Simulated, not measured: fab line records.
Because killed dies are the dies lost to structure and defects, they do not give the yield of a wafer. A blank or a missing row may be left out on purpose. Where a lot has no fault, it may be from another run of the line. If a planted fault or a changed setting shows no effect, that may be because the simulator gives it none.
Which of the tools did it? ; flow sky130 ; 12 lots with 36 wafers sampled at 5 steps, on a route of 708 steps

== WHAT EACH GAUGE READ, for each wafer ==
SKY_NWELL_RS_MEAS_29: the measuring method here is four-point-probe.
lot;measured;on;NWELL_RS (ohm/sq)
L292;day 5 12:17;film metro-01;622.9 623.7 622.6
L294;day 5 22:59;film metro-04;622.2 621.8 622.0
L295;day 6 07:19;film metro-04;624.8 623.7 625.3
L297;day 6 20:13;film metro-01;626.5 625.5 624.2
L298;day 7 02:59;film metro-01;623.3 627.6 623.2
L299;day 7 06:53;film metro-04;623.7 625.9 626.0
L300;day 7 12:23;film metro-04;625.3 626.4 626.9
L308;day 9 14:17;film metro-03;641.6 643.0 642.0
L310;day 10 04:04;film metro-04;638.2 639.3 639.2
L311;day 10 09:24;film metro-01;623.8 624.1 624.2
L313;day 10 19:14;film metro-04;625.4 622.6 624.5
L314;day 11 11:00;film metro-03;625.9 628.7 626.0

SKY_VT_ADJUST_HVTP_TW_MEAS_11.
lot;measured;on;VT_ADJUST_HVTP_TW
L292;day 6 06:52;film metro-02;1375 1368 1372
L294;day 6 18:04;film metro-02;1359 1368 1365
L295;day 7 02:29;film metro-04;1328 1327 1317
L297;day 7 16:20;film metro-04;1330 1323 1324
L298;day 7 22:51;film metro-04;1325 1332 1316
L299;day 8 03:49;film metro-04;1336 1331 1329
L300;day 8 09:25;film metro-04;1340 1332 1342
L308;day 10 13:07;film metro-04;1339 1331 1337
L310;day 11 03:32;film metro-02;1367 1370 1364
L311;day 11 09:34;film metro-03;1350 1361 1358
L313;day 11 19:29;film metro-03;1348 1347 1351
L314;day 12 11:13;film metro-02;1368 1363 1362

SKY_VT_ADJUST_LVTN_OVL_MEAS_07.
lot;measured;on;VT_ADJUST_LVTN_OVL (nm)
L292;day 7 01:01;overlay-01;-1.1 -0.5 -0.2
L294;day 7 13:13;overlay-02;-0.9 1.3 -0.3
L295;day 7 21:56;overlay-01;-3.1 -0.6 -0.9
L297;day 8 12:52;overlay-01;1.0 -0.2 -0.4
L298;day 8 19:25;overlay-01;0.6 -1.0 -1.2
L299;day 9 00:46;overlay-01;2.5 1.4 1.5
L300;day 9 06:40;overlay-01;0.3 2.6 1.4
L308;day 11 12:23;overlay-01;0.1 -1.0 0.5
L310;day 12 03:10;overlay-02;0.4 -0.8 -1.4
L311;day 12 09:41;overlay-01;-1.4 1.8 0.8
L313;day 12 19:34;overlay-01;0.1 0.8 -0.3
L314;day 13 12:59;overlay-01;-0.3 0.9 1.6

== WHICH TOOL RAN EACH LOT (tool, then ch and the chambers of the sampled wafers, then the start) ==
lot;SKY_FIELD_ISO_ETCH_14;SKY_NWELL_IMPLANT_11
L292;rie diel-02 ch 0,2,3, day 2 10:01;implanter-03 ch 0, day 4 17:44
L294;rie diel-03 ch 0,1,3, day 2 19:26;implanter-03 ch 0, day 5 04:20
L295;rie diel-02 ch 0,1,2, day 3 03:28;implanter-02 ch 0, day 5 12:12
L297;rie diel-03 ch 0,1,3, day 3 13:29;implanter-01 ch 0, day 6 00:19
L298;rie diel-02 ch 0,3, day 3 17:37;implanter-02 ch 0, day 6 06:59
L299;rie diel-03 ch 0,2, day 3 22:28;implanter-03 ch 0, day 6 10:56
L300;rie diel-02 ch 0,1,2, day 4 02:35;implanter-03 ch 0, day 6 15:58
L308;rie diel-04 ch 0,1,3, day 5 20:20;implanter-03 ch 0, day 8 15:47
L310;rie diel-02 ch 0,3, day 6 09:02;implanter-03 ch 0, day 9 05:04
L311;rie diel-02 ch 0,1,2, day 6 12:18;implanter-02 ch 0, day 9 09:59
L313;rie diel-04 ch 0,2,3, day 6 23:26;implanter-01 ch 0, day 9 19:56
L314;rie diel-03 ch 1,2, day 7 06:29;implanter-02 ch 0, day 10 09:56
- SKY_FIELD_ISO_ETCH_14: etches BARC in N2/H2, stops on SiO2, time 45.9 s, target depth 60 nm.
- SKY_NWELL_IMPLANT_11

== AS READ BY THE TOOLS THEMSELVES (means over the sampled wafers that have a number; for cases with no such wafer, the mark the record gives instead) ==
SKY_FIELD_ISO_ETCH_14.
lot;tool;drypump motor current A (A);n2 flow sccm (sccm);oes product au (a.u.);throttle valve pct (%)
L292;rie diel-02;5.4;99.88;0.856;13.232
L294;rie diel-03;5.2;100.06;0.856;13.221
L295;rie diel-02;5.6;99.91;0.855;13.227
L297;rie diel-03;5.2;100.02;0.856;13.223
L298;rie diel-02;5.3;100.11;0.853;13.215
L299;rie diel-03;5.7;99.75;0.856;13.227
L300;rie diel-02;5.6;100.04;0.856;13.224
L308;rie diel-04;6.0;100.17;0.856;13.223
L310;rie diel-02;5.3;99.88;0.859;13.222
L311;rie diel-02;5.6;100.35;0.852;13.217
L313;rie diel-04;5.7;100.02;0.855;13.225
L314;rie diel-03;5.2;100.33;0.851;13.228

SKY_NWELL_IMPLANT_11.
lot;tool;beam energy keV;faraday current uA
L292;implanter-03;399.95;106.0
L294;implanter-03;399.99;106.2
L295;implanter-02;399.86;106.7
L297;implanter-01;400.08;106.1
L298;implanter-02;400.02;106.1
L299;implanter-03;400.01;106.2
L300;implanter-03;400.08;108.8
L308;implanter-03;363.57;106.5
L310;implanter-03;363.77;106.8
L311;implanter-02;400.04;108.7
L313;implanter-01;399.75;107.0
L314;implanter-02;400.16;107.0

== THE ANSWER, worked out from the rows above alone ==
Rule: usual is defined by the lots themselves. Put in order of their means at a reading, lots are off if they are a third of the lots or fewer, leave a main group of 4 or more, and stand apart from it by a gap of 3 or more times the standard deviation of the main group's means; of several such gaps the widest counts. If all means in a main group match to the digits the tables above print for the reading, that group is not used. Also off: a lot with no number at a reading for which 4 or more lots have one. All remaining lots with rows at the step are treated as sound. The gauges are gone through in route order, then the tools' own readings, and for those a lot's mean is taken as printed above. The first step at which some lot is off is used, and at that step the reading that is off furthest; a lot without a number counts as furthest.
Off: L308, L310, seen at SKY_NWELL_RS_MEAS_29 (NWELL_RS). For the main group the mean is 624.6 ohm/sq and the standard deviation 1.4.
If a tool, at a process step before that reading, ran all the lots that are off and no sound lot after the first of them, it fits. Not tried: the gauges at SKY_NWELL_RS_MEAS_29; whatever is off there is also off at SKY_NWELL_IMPLANT_11, on other tools, and gauge error can't account for it. One fits: SKY_NWELL_IMPLANT_11 on implanter-03. A fault onset in the window from L300 (day 6 15:58, its last sound lot) to L308 (day 8 15:47, its first lot off) fits.
The tool's own readings at SKY_NWELL_IMPLANT_11 bear it out: on the lots that are off they differ by more than 5 times the standard deviation of the sound lots' means. beam energy keV reads 363.67 there against 399.99 on the sound lots.

== WHAT HAD BEEN PUT IN BY THE SIMULATOR ==
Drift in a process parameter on implanter-03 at SKY_NWELL_IMPLANT_11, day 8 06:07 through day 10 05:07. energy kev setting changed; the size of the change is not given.
Lots struck among those shown: L308, L310. Same finding as the rule above.
